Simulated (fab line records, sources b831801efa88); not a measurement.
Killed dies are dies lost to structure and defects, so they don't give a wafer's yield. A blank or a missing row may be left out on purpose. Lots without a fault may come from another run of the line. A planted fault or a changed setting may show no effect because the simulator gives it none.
Which tool did it? | flow sky130 | 14 lots, 42 wafers sampled, at 2 steps of a route of 708

WHAT THE GAUGES READ, wafer by wafer
SKY_METAL4_CD_MEAS_13: target cd 300 nm. Usual: cd_nm 300.5 nm, standard deviation 1.5.
lot  | measured     | on        | cd_nm (nm)        | flag
L692 | day 42 22:13 | cd_sem-01 | 300.3 299.6 298.3 |
L693 | day 42 22:32 | cd_sem-02 | 299.3 299.1 299.1 |
L691 | day 42 23:37 | cd_sem-02 | 299.8 298.8 299.4 |
L694 | day 43 01:49 | cd_sem-02 | 299.2 300.7 300.0 |
L695 | day 43 02:44 | cd_sem-02 | 304.4 304.0 303.2 |
L700 | day 44 12:28 | cd_sem-02 | 303.4 302.4 301.5 |
L702 | day 45 03:18 | cd_sem-01 | 301.5 301.8 299.8 |
L704 | day 45 07:27 | cd_sem-01 | 301.3 300.4 301.2 |
L705 | day 45 13:05 | cd_sem-02 | 298.9 296.5 297.4 |
L706 | day 46 04:57 | cd_sem-02 | 298.9 299.3 299.7 |
L707 | day 46 08:48 | cd_sem-02 | 301.2 302.4 302.3 |
L711 | day 47 05:57 | cd_sem-02 | 301.3 300.5 301.0 |
L712 | day 47 08:50 | cd_sem-02 | 301.1 300.6 300.3 |
L713 | day 47 19:08 | cd_sem-02 | 302.2 301.8 301.9 |

WHICH TOOL RAN EACH LOT (tool, then ch and the chambers of the sampled wafers, then the start)
lot  | SKY_CAP2M_CVD_00
L692 | pecvd-03 ch 0,1, day 40 23:34
L693 | pecvd-04 ch 0,2, day 41 00:07
L691 | pecvd-01 ch 0,1,2, day 41 00:28
L694 | pecvd-03 ch 0,1, day 41 02:25
L695 | pecvd-04 ch 0,2, day 41 02:46
L700 | pecvd-01 ch 0,1, day 42 14:26
L702 | pecvd-04 ch 0,1, day 43 05:23
L704 | pecvd-03 ch 1,2, day 43 10:41
L705 | pecvd-03 ch 0,1,2, day 43 18:04
L706 | pecvd-01 ch 1,2, day 44 08:46
L707 | pecvd-01 ch 0,1,2, day 44 13:16
L711 | pecvd-01 ch 0,2, day 45 11:52
L712 | pecvd-03 ch 0,1,2, day 45 13:55
L713 | pecvd-01 ch 0,1, day 46 00:22
- SKY_CAP2M_CVD_00: deposits SiO2, target thk 15.5 nm.

WHAT THE TOOLS THEMSELVES READ (means of the sampled wafers that have a number; where no wafer has one, the mark that the record gives instead)
SKY_CAP2M_CVD_00. Usual: heater_power_w 729 W, standard deviation 83; susceptor_temp_C 399.99 C, standard deviation 0.24.
lot  | tool     | heater_power_w (W) | susceptor_temp_C (C) | flag
L692 | pecvd-03 | 778                | 400.30               |
L693 | pecvd-04 | 682                | 400.06               |
L691 | pecvd-01 | 724                | 399.95               |
L694 | pecvd-03 | 808                | 399.82               |
L695 | pecvd-04 | 673                | 399.89               |
L700 | pecvd-01 | 667                | 400.08               |
L702 | pecvd-04 | 708                | 399.96               |
L704 | pecvd-03 | 867                | 400.21               |
L705 | pecvd-03 | 764                | 400.03               |
L706 | pecvd-01 | 688                | 400.06               |
L707 | pecvd-01 | 703                | 399.72               |
L711 | pecvd-01 | 637                | 400.23               |
L712 | pecvd-03 | 799                | 399.87               |
L713 | pecvd-01 | 772                | 400.04               |

THE ANSWER, worked out from the rows above alone
Rule: a lot is off if the mean of its wafers that have a number lies more than 3 standard deviations from the usual mean. A lot without any number at a reading at which 4 lots or more have one is off too. The other lots that the step has rows for count as sound. The gauges are gone through in route order, then the tools' own readings, and for those a lot's mean is taken as printed above. The first step at which some lot is off is used, and at that step the reading that is off furthest; a lot without a number counts as furthest.
No lot is off at any reading shown: from this, nothing can be told.

WHAT THE SIMULATOR HAD PUT IN
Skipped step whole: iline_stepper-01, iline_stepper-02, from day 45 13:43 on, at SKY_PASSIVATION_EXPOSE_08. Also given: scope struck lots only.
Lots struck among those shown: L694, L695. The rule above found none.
